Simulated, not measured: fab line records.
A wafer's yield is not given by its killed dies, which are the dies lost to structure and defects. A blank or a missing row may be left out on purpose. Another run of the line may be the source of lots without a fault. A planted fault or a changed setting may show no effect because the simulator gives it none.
What tool caused it? + flow sky130 + 12 lots, 36 wafers sampled, at 5 steps of a route of 708

## WHAT EACH GAUGE READ, for each wafer
SKY_LI_CONTACT_RS_MEAS_22: measures by four-point-probe.
| lot  | measured     | on            | LI_CONTACT_W_RS (ohm/sq) |
|------|--------------|---------------|--------------------------|
| L649 | day 29 19:04 | film_metro-03 | 0.2839 0.2892 0.2872     |
| L651 | day 30 06:07 | film_metro-03 | 0.2825 0.2814 0.2860     |
| L653 | day 31 01:14 | film_metro-02 | 0.2788 0.2819 0.2838     |
| L654 | day 31 07:01 | film_metro-02 | 0.2841 0.2852 0.2818     |
| L656 | day 31 20:51 | film_metro-01 | 0.2863 0.2829 0.2883     |
| L657 | day 32 08:25 | film_metro-02 | 0.2880 0.2846 0.2901     |
| L658 | day 32 15:37 | film_metro-01 | 0.2815 0.2845 0.2815     |
| L659 | day 33 08:50 | film_metro-03 | 0.2846 0.2873 0.2817     |
| L660 | day 33 08:52 | film_metro-02 | 0.2860 0.2865 0.2854     |
| L661 | day 33 15:56 | film_metro-03 | 0.2863 0.2854 0.2832     |
| L668 | day 35 22:46 | film_metro-02 | 0.2880 0.2856 0.2831     |
| L670 | day 36 04:07 | film_metro-01 | 0.2871 0.2854 0.2867     |

SKY_VIA2_THK_MEAS_01.
| lot  | measured     | on            | VIA2_HDPCVD_THK (nm) |
|------|--------------|---------------|----------------------|
| L649 | day 35 20:00 | film_metro-04 | 1174 1168 1180       |
| L651 | day 36 06:05 | film_metro-02 | 1195 1182 1187       |
| L653 | day 37 00:40 | film_metro-03 | 1199 1207 1186       |
| L654 | day 37 04:53 | film_metro-04 | 1184 1184 1190       |
| L656 | day 37 18:16 | film_metro-03 | 1190 1180 1160       |
| L657 | day 38 03:59 | film_metro-02 | 1166 1172 1190       |
| L658 | day 38 11:11 | film_metro-03 | 1192 1179 1186       |
| L659 | day 39 03:58 | film_metro-02 | 1180 1173 1176       |
| L660 | day 39 03:55 | film_metro-04 | 1185 1187 1186       |
| L661 | day 39 09:59 | film_metro-04 | 1175 1180 1184       |
| L668 | day 41 10:56 | film_metro-04 | 1177 1176 2170       |
| L670 | day 41 16:29 | film_metro-03 | 1158 2166 2181       |

## WHICH TOOL RAN EACH LOT (tool, then ch and the chambers of the sampled wafers, then the start)
| lot  | SKY_METAL1_SPUTTER_03        | SKY_METAL1_SPUTTER_04        | SKY_VIA2_HDPCVD_00               |
|------|------------------------------|------------------------------|----------------------------------|
| L649 | pvd_sputter-03, day 32 06:09 | pvd_sputter-03, day 32 06:10 | hdpcvd-01 ch 0,1,2, day 35 19:51 |
| L651 | pvd_sputter-01, day 32 17:12 | pvd_sputter-01, day 32 17:13 | hdpcvd-01 ch 1,2, day 36 05:57   |
| L653 | pvd_sputter-03, day 33 12:23 | pvd_sputter-03, day 33 12:24 | hdpcvd-01 ch 0,1, day 37 00:31   |
| L654 | pvd_sputter-03, day 33 17:02 | pvd_sputter-03, day 33 17:03 | hdpcvd-01 ch 0,1,2, day 37 04:48 |
| L656 | pvd_sputter-02, day 34 06:27 | pvd_sputter-02, day 34 06:28 | hdpcvd-02 ch 0,2, day 37 18:08   |
| L657 | pvd_sputter-02, day 34 18:27 | pvd_sputter-02, day 34 18:28 | hdpcvd-02 ch 0,1,2, day 38 03:52 |
| L658 | pvd_sputter-03, day 35 01:14 | pvd_sputter-03, day 35 01:16 | hdpcvd-01 ch 0,1, day 38 11:04   |
| L659 | pvd_sputter-03, day 35 17:08 | pvd_sputter-03, day 35 17:08 | hdpcvd-01 ch 1,2, day 39 03:49   |
| L660 | pvd_sputter-02, day 35 17:46 | pvd_sputter-02, day 35 17:47 | hdpcvd-02 ch 0,1, day 39 03:46   |
| L661 | pvd_sputter-02, day 36 00:39 | pvd_sputter-02, day 36 00:40 | hdpcvd-01 ch 0,1, day 39 09:52   |
| L668 | pvd_sputter-03, day 38 05:54 | pvd_sputter-03, day 38 05:55 | hdpcvd-02 ch 0,1,2, day 41 10:48 |
| L670 | pvd_sputter-01, day 38 11:01 | pvd_sputter-01, day 38 11:02 | hdpcvd-02 ch 0,2, day 41 16:21   |
- SKY_METAL1_SPUTTER_03: material Ti, target thk 5 nm, time 3.3 s.
- SKY_METAL1_SPUTTER_04: material TiN, target thk 70 nm, time 58.3 s.
- SKY_VIA2_HDPCVD_00: deposits SiO2, target thk 1180 nm, time 196.7 s.

## WHAT THE TOOLS THEMSELVES READ (means of the sampled wafers that have a number; where no wafer has one, the mark that the record gives instead)
SKY_METAL1_SPUTTER_03.
| lot  | tool           | chamber_pressure_pa (Pa) | throttle_valve_pct (%) |
|------|----------------|--------------------------|------------------------|
| L649 | pvd_sputter-03 | 0.3994                   | 32.0                   |
| L651 | pvd_sputter-01 | 0.4000                   | 30.1                   |
| L653 | pvd_sputter-03 | 0.3996                   | 31.1                   |
| L654 | pvd_sputter-03 | 0.4002                   | 31.9                   |
| L656 | pvd_sputter-02 | 0.4009                   | 30.4                   |
| L657 | pvd_sputter-02 | 0.3997                   | 30.7                   |
| L658 | pvd_sputter-03 | 0.4005                   | 31.4                   |
| L659 | pvd_sputter-03 | 0.3995                   | 30.7                   |
| L660 | pvd_sputter-02 | 0.4011                   | 30.7                   |
| L661 | pvd_sputter-02 | 0.3997                   | 30.2                   |
| L668 | pvd_sputter-03 | 0.4000                   | 31.3                   |
| L670 | pvd_sputter-01 | 0.4006                   | 30.4                   |

SKY_METAL1_SPUTTER_04.
| lot  | tool           | chamber_pressure_pa (Pa) | throttle_valve_pct (%) |
|------|----------------|--------------------------|------------------------|
| L649 | pvd_sputter-03 | 0.4001                   | 31.9                   |
| L651 | pvd_sputter-01 | 0.3996                   | 30.2                   |
| L653 | pvd_sputter-03 | 0.4004                   | 31.2                   |
| L654 | pvd_sputter-03 | 0.3997                   | 31.9                   |
| L656 | pvd_sputter-02 | 0.3998                   | 30.4                   |
| L657 | pvd_sputter-02 | 0.3992                   | 30.6                   |
| L658 | pvd_sputter-03 | 0.4004                   | 31.1                   |
| L659 | pvd_sputter-03 | 0.4003                   | 30.7                   |
| L660 | pvd_sputter-02 | 0.4000                   | 30.6                   |
| L661 | pvd_sputter-02 | 0.4002                   | 30.3                   |
| L668 | pvd_sputter-03 | 0.3994                   | 31.2                   |
| L670 | pvd_sputter-01 | 0.4005                   | 30.5                   |

## THE ANSWER, worked out from the rows above alone
Rule: what is usual is taken from the lots themselves. Put in order of their means at a reading, lots are off if they are a third of the lots or fewer, leave a main group of 4 or more, and stand apart from it by a gap of 3 or more times the standard deviation of the main group's means; of several such gaps the widest counts. Not used: any main group whose means are identical at the precision the tables above print for the reading. A lot without any number at a reading at which 4 lots or more have one is off too. Any other lot the step has rows for is counted as sound. Order of review: gauges by route order, followed by the tools' own readings, for which a lot's mean as printed above is used. The first step at which some lot is off is used, and at that step the reading that is off furthest; a lot without a number counts as furthest.
Off: L668, L670, seen at SKY_VIA2_THK_MEAS_01 (VIA2_HDPCVD_THK). The main group has a mean of 1183 nm with a standard deviation of 6.9.
If a tool, at a process step before that reading, ran all the lots that are off and no sound lot after the first of them, it fits. Gauges at SKY_VIA2_THK_MEAS_01: tried the same way as those tools. One fits: SKY_VIA2_HDPCVD_00 on hdpcvd-02. Its last sound lot is L660 (day 39 03:46), its first lot that is off L668 (day 41 10:48): a fault that began between those two fits.

## WHAT THE SIMULATOR HAD PUT IN
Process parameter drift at SKY_VIA2_HDPCVD_00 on hdpcvd-02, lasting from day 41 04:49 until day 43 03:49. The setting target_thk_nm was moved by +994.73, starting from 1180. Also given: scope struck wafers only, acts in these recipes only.
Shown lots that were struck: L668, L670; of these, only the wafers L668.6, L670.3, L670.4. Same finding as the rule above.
